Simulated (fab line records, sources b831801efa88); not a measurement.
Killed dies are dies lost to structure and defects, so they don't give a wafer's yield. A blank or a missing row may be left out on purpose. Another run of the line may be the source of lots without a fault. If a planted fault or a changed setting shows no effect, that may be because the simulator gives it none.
A lot that was struck, set against a sound lot || flow sfq-line || 20 out of 325 route steps
Sound: wafers L741.4, L741.5, L741.6. Wafers struck: L750.1, L750.2, L750.5. At the end, the cause is stated.
Each step with rows lists, per side, the tool, then ch with its chambers, then its first start. Under that, the readings that differ: sound wafers || struck wafers || difference of the means || sigmas: that difference in standard deviations of wafers without a fault.
alike: readings with means less than 2 such deviations apart, plus words and numbers identical on both sides. not compared: withheld readings, readings lacking a value on some wafer, bounds such as >300 that could conceal the same value, and numbers that have no deviation in the record and whose values overlap.
A row with sigmas, a row that says differs or no value, or rows on one side alone: a step with any of these is where the two part. Numbers that don't overlap but have no deviation are shown without sigmas and don't part them. A reading missing from all wafers of one side parts the sides only when that side holds two or more wafers.

first, 2 steps without rows for these wafers: SFQ_TRILAYER_L0_VIA_LITHO_PEB_016 (peb time 60 s); SFQ_TRILAYER_L0_VIA_LITHO_DEVELOP_015 (time 60 s).
SFQ_L0V_OVL_MEAS_903:
  sound on overlay-02 at day 8 07:11; struck on overlay-01 at day 11 05:00
  alike: L0V_OVL
SFQ_TRILAYER_L0_VIA_BARC_OPEN_VIA_ETCH_021: etches BARC in O2, target depth 125 nm, time 41.7 s.
  sound on rie-diel-03 ch 2,3, day 8 07:11; struck on rie-diel-04 ch 0,2, day 11 05:02
  alike: drypump-motor-current-A, oes-product-au, rf-fwd-power-W
  not compared: rf-hours-counter-h
SFQ_TRILAYER_L0_VIA_ETCH_VIA_ETCH_016: etches SiO2 in CHF3, stops on MoNx KI, target depth 80 nm.
  sound on rie-diel-03 ch 2,3, day 8 07:14; struck on rie-diel-04 ch 0,2, day 11 05:04
{"reading": "oes-product-au (a.u.)", "sound": "0.845 0.859 0.860", "struck": "0.822 0.838 0.834", "difference": -0.023, "sigmas": -3}
  alike: drypump-motor-current-A, rf-fwd-power-W
SFQ_TRILAYER_L0_VIA_STRIP_STRIP_017: strips in O2.
  sound on rie-metal-02 ch 0,1, day 8 07:29; struck on rie-metal-01 ch 0,1, day 11 05:07
  alike: drypump-motor-current-A, oes-product-au
  not compared: rf-hours-counter-h
then, 2 steps without rows for these wafers: SFQ_TRILAYER_L0_VIA_STRIP_SOLV_CLEAN_018 (cleans in NMP, time 600 s); SFQ_TRILAYER_M0_DEP_PRE_CLEAN_020 (time 15 s).
SFQ_TRILAYER_M0_DEP_SPUTTER_019: material Nb, target thk 200 nm, time 133.3 s.
  sound on pvd-sputter-05 at day 8 08:05; struck on pvd-sputter-03 at day 11 06:07
  alike: throttle-valve-pct
SFQ_M0_RS_MEAS_904: the measuring method here is four-point-probe.
  sound on film-metro-02 at day 8 08:14; struck on film-metro-04 at day 11 06:13
  alike: M0_NB_RS
then, 1 step without rows for these wafers: SFQ_TRILAYER_M0_LITHO_COAT_026 (resist thk 62 nm).
SFQ_TRILAYER_M0_LITHO_COAT_021: resist thk 600 nm.
  sound on litho-track-03 ch 0, day 8 08:48; struck on litho-track-01 ch 0, day 11 06:41
{"reading": "spin-speed-rpm (rpm)", "sound": "2998.5 2998.0 2998.9", "struck": "3341.5 3340.7 3339.6", "difference": "+342.1", "sigmas": "+99 or more"}
{"reading": "model.KrF_of_TRILAYER_M0_LITHO_COAT_021.thk-nm (nm)", "sound": "600.5 601.1 600.8", "struck": "572.2 572.5 572.7", "difference": -28.3, "sigmas": ""}
then, 4 steps without rows for these wafers: SFQ_TRILAYER_M0_LITHO_SOFTBAKE_025; SFQ_TRILAYER_M0_LITHO_EXPOSE_022 (exposes mask M0, target cd 500 nm); SFQ_TRILAYER_M0_LITHO_PEB_024 (peb time 60 s); SFQ_TRILAYER_M0_LITHO_DEVELOP_023 (time 60 s).
-- the record jumps here: 5 days lie between the struck wafers' starts before and after --
SFQ_M0_OVL_MEAS_906:
  sound on overlay-02 at day 12 21:04; struck on overlay-02 at day 16 12:39
  alike: M0_OVL
then, 1 step without rows for these wafers: SFQ_TRILAYER_M0_BARC_OPEN_METAL_ETCH_031 (etches BARC in O2, target depth 125 nm, time 41.7 s).
SFQ_TRILAYER_M0_ETCH_METAL_ETCH_024: etches Nb in Cl2/Ar, stops on SiO2, target depth 240 nm, time 120 s.
  sound on rie-metal-04 ch 0,1, day 12 21:11; struck on rie-metal-01 ch 0,1, day 16 12:44
{"reading": "model.KrF_of_TRILAYER_M0_LITHO_COAT_021.thk-nm (nm)", "sound": "381.3 380.9 380.7", "struck": "352 357.1 352.5", "difference": -27, "sigmas": ""}
  alike: drypump-motor-current-A, oes-product-au, rf-fwd-power-W
  not compared: rf-hours-counter-h
SFQ_TRILAYER_M0_STRIP_STRIP_025: strips in O2.
  sound on rie-metal-04 ch 0,1, day 12 21:28; struck on rie-metal-01 ch 0,1, day 16 12:52
  alike: drypump-motor-current-A, oes-product-au
  not compared: rf-hours-counter-h

WHERE THEY PART
Last at SFQ_TRILAYER_M0_LITHO_COAT_021 as far as this record goes, first at SFQ_TRILAYER_L0_VIA_ETCH_VIA_ETCH_016. Later steps at which nothing parts them and some readings are alike: SFQ_M0_OVL_MEAS_906, SFQ_TRILAYER_M0_ETCH_METAL_ETCH_024, SFQ_TRILAYER_M0_STRIP_STRIP_025.

WHY: the cause the simulator had injected
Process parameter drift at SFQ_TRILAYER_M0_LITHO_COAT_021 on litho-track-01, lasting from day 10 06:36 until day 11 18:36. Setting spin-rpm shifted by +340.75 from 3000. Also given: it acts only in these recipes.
